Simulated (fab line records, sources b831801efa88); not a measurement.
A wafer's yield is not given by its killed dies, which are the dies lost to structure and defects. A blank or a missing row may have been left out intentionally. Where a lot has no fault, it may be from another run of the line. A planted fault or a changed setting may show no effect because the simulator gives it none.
Chamber matching ; flow gf180mcu ; 4 sister chambers for GF_V3_CMP_26 on cmp-01
The step polishes, stops on SiO2, t overpolish 15 s, target thk 0 nm. 4 wafers are shown with their chamber, then 12 later ones without.

## WAFERS WITH THEIR CHAMBER
wafer;chamber;motor current A (A)
L086.1;2;12.0
L090.1;3;11.6
L090.2;0;10.1
L090.5;1;11.9

## WAFERS WHOSE CHAMBER IS MISSING
wafer;motor current A (A)
L092.3;11.7
L092.5;12.0
L092.6;11.6
L093.1;11.4
L093.3;11.7
L093.4;11.4
L094.1;12.2
L094.3;12.0
L094.6;9.9
L095.1;11.8
L095.3;11.0
L095.6;11.8

## WHICH CHAMBER EACH WENT THROUGH
wafer;from the rows above;in truth
L092.3;can't be placed: 3 or 1 or 2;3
L092.5;can't be placed: 2 or 1 or 3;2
L092.6;can't be placed: 3 or 1 or 2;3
L093.1;can't be placed: 3 or 1 or 2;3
L093.3;can't be placed: 3 or 1 or 2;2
L093.4;can't be placed: 3 or 1 or 2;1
L094.1;can't be placed: 2 or 1 or 3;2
L094.3;can't be placed: 2 or 1 or 3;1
L094.6;0;0
L095.1;can't be placed: 1 or 2 or 3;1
L095.3;can't be placed: 3 or 0 or 1 or 2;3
L095.6;can't be placed: 1 or 2 or 3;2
1 of 12 placed correctly. Cannot be placed on the basis of these rows: 11; the candidates contain the true chamber in 11. 0 placed wrongly.
How it was worked out, from the rows above alone: a wafer's distance from a chamber is the root of the sum, over the readings, of the square of ((its reading less the chamber's mean) divided by the reading's scatter). If the next closest chamber is less than 2 further off than the closest, the wafer can't be placed; otherwise it belongs to the closest. Each chamber's mean is taken over the wafers shown for it. The scatter: with one shown wafer a chamber, the root of the mean of the squares of how far each hidden wafer lies from its nearest shown one.
